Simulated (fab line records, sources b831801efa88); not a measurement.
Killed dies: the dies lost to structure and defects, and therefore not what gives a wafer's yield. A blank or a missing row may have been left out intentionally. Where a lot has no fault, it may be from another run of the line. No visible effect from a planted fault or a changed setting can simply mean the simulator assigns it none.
The same fault as seen by 2 desks :: flow gf180mcu :: every desk sees just its own numbers, and what lay behind them comes last

== TOOL OWNER'S DESK, implanter-02 ==
GF_NSD_IMPLANT_10, tool's own readings: per-lot mean of the sampled wafers with a number, covering each lot this tool ran. Any lot whose mean is over 4 standard deviations away from the usual mean is out of limits and marked OUT; that distance is given in the brackets.
Columns: A = beam_energy_keV at GF_NSD_IMPLANT_10, usual 40.000; B = beam_on_s at GF_NSD_IMPLANT_10, usual 10.01 s; C = dose_ions_cm2 at GF_NSD_IMPLANT_10, usual 4.999e+14; D = faraday_current_uA at GF_NSD_IMPLANT_10, usual 2785
lot: L580
first seen here: day 16 23:45
A: 40.001
B: 9.93
C: 4.994e+14
D: 2796

lot: L584
first seen here: day 18 08:07
A: 40.001
B: 8.56 (-7.6) OUT
C: 5.001e+14
D: 3256 (+8.9) OUT

lot: L586
first seen here: day 19 06:10
A: 39.997
B: 8.49 (-8.0) OUT
C: 5.001e+14
D: 3281 (+9.4) OUT
This desk's finding: out of limits on L584, L586; first on L584, day 18 08:07 (beam_on_s at GF_NSD_IMPLANT_10). L580: within limits.

== METROLOGY DESK ==
Means of the sampled wafers that have a number, per lot and without regard to the tool the lot ran on: this is what the gauges read. Any lot whose mean is over 4 standard deviations away from the usual mean is out of limits and marked OUT; that distance is given in the brackets.
Columns: A = HV_LDD_03_OVL at GF_HV_LDD_OVL_MEAS_47, usual -1.7 nm; B = cd_nm at GF_NSD_CD_MEAS_07, usual 399.2 nm; C = PSD_OVL at GF_PSD_OVL_MEAS_08, usual 0.1 nm; D = NSD_RS at GF_PSD_RS_MEAS_14, usual 46.61 ohm/sq
lot: L570
first seen here: day 12 05:33
A: -2.1
B: 397.8
C: -0.4
D: 46.58

lot: L573
first seen here: day 13 07:12
A: -5.8
B: 400.6
C: 0.6
D: 46.55

lot: L574
first seen here: day 13 17:57
A: -2.1
B: 397.8
C: -1.2
D: 46.62

lot: L575
first seen here: day 14 00:09
A: -5.1
B: 396.8
C: 2.3
D: 46.51

lot: L576
first seen here: day 14 10:39
A: -3.9
B: 399.5
C: -1.1
D: 46.59

lot: L577
first seen here: day 14 20:28
A: -2.2
B: 400.3
C: 1.2
D: 46.68

lot: L579
first seen here: day 15 13:37
A: -0.5
B: 400.5
C: -0.3
D: 46.71

lot: L580
first seen here: day 15 20:01
A: -0.8
B: 399.0
C: -1.0
D: 46.76

lot: L582
first seen here: day 16 09:01
A: -3.1
B: 399.3
C: 1.2
D: 46.61

lot: L584
first seen here: day 17 04:59
A: -2.0
B: 397.1
C: -1.8
D: 47.44 (+9.0) OUT

lot: L586
first seen here: day 18 02:41
A: -3.4
B: 398.7
C: -1.1
D: 47.44 (+8.9) OUT

lot: L588
first seen here: day 18 11:09
A: -1.2
B: 400.7
C: 0.5
D: 46.62

lot: L592
first seen here: day 19 20:09
A: -0.0
B: 403.3
C: -1.3
D: 46.51

lot: L593
first seen here: day 20 02:36
A: -0.1
B: 395.0
C: 2.0
D: 46.62
This desk reports L584, L586 out of limits; the earliest was L584 at day 19 08:34 (NSD_RS at GF_PSD_RS_MEAS_14). L570, L573, L574, L575, L576, L577, L579, L580, L582, L588, L592, L593: within limits.

== PUT TOGETHER ==
An alarm could have come from the tool owner's desk at day 18 08:07, on L584, L586.
An alarm was possible from the metrology desk at day 19 08:34, on L584, L586.
All the named lots went through GF_NSD_IMPLANT_10 on implanter-02.

== WHAT WAS PUT IN BY THE SIMULATOR ==
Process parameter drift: implanter-02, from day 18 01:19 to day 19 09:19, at GF_NSD_IMPLANT_10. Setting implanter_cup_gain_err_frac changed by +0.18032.
Struck lots among those shown: L584, L586.
Hours from the fault's start to each desk's first reading out of limits: the tool owner's desk, 7; the metrology desk, 31.
